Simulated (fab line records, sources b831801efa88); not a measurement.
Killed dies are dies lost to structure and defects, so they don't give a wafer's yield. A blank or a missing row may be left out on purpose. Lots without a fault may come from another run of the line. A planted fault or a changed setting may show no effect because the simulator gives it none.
Chamber matching | flow gf180mcu | GF_CONTACT_CMP_04 on cmp-02: 4 sister chambers
The step polishes SiO2. 4 wafers are shown with their chamber, then 12 later ones without.

WAFERS WITH THEIR CHAMBER
wafer  | chamber | motor_current_A (A)
L088.1 | 3       | 13.1
L090.1 | 2       | 13.5
L090.2 | 0       | 11.5
L090.4 | 1       | 14.3

WAFERS WITHOUT THEIR CHAMBER
wafer  | motor_current_A (A)
L091.2 | 14.3
L091.3 | 11.7
L091.4 | 13.4
L091.1 | 14.0
L091.5 | 15.0
L091.6 | 12.2
L093.1 | 11.5
L093.2 | 13.0
L093.6 | 14.1
L095.1 | 12.2
L095.4 | 13.1
L095.5 | 12.1

WHICH CHAMBER EACH WENT THROUGH
wafer  | from the rows above          | in truth
L091.2 | can't be placed: 1 or 2      | 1
L091.3 | 0                            | 0
L091.4 | can't be placed: 2 or 3 or 1 | 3
L091.1 | can't be placed: 1 or 2 or 3 | 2
L091.5 | can't be placed: 1 or 2      | 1
L091.6 | can't be placed: 0 or 3 or 2 | 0
L093.1 | 0                            | 0
L093.2 | can't be placed: 3 or 2      | 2
L093.6 | can't be placed: 1 or 2 or 3 | 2
L095.1 | can't be placed: 0 or 3 or 2 | 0
L095.4 | can't be placed: 3 or 2      | 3
L095.5 | can't be placed: 0 or 3 or 2 | 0
Placed correctly: 2 of 12. Can't be placed from these rows: 10 (the true chamber is among the candidates in 10). Placed wrongly: 0.
How it was worked out, from the rows above alone: a wafer's distance from a chamber is the root of the sum, over the readings, of the square of ((its reading less the chamber's mean) divided by the reading's scatter). The wafer belongs to the nearest chamber; if the next one is less than 2 further off, it can't be placed. A chamber's mean is the mean of its shown wafers. The scatter: with one shown wafer a chamber, the root of the mean of the squares of how far each hidden wafer lies from its nearest shown one.
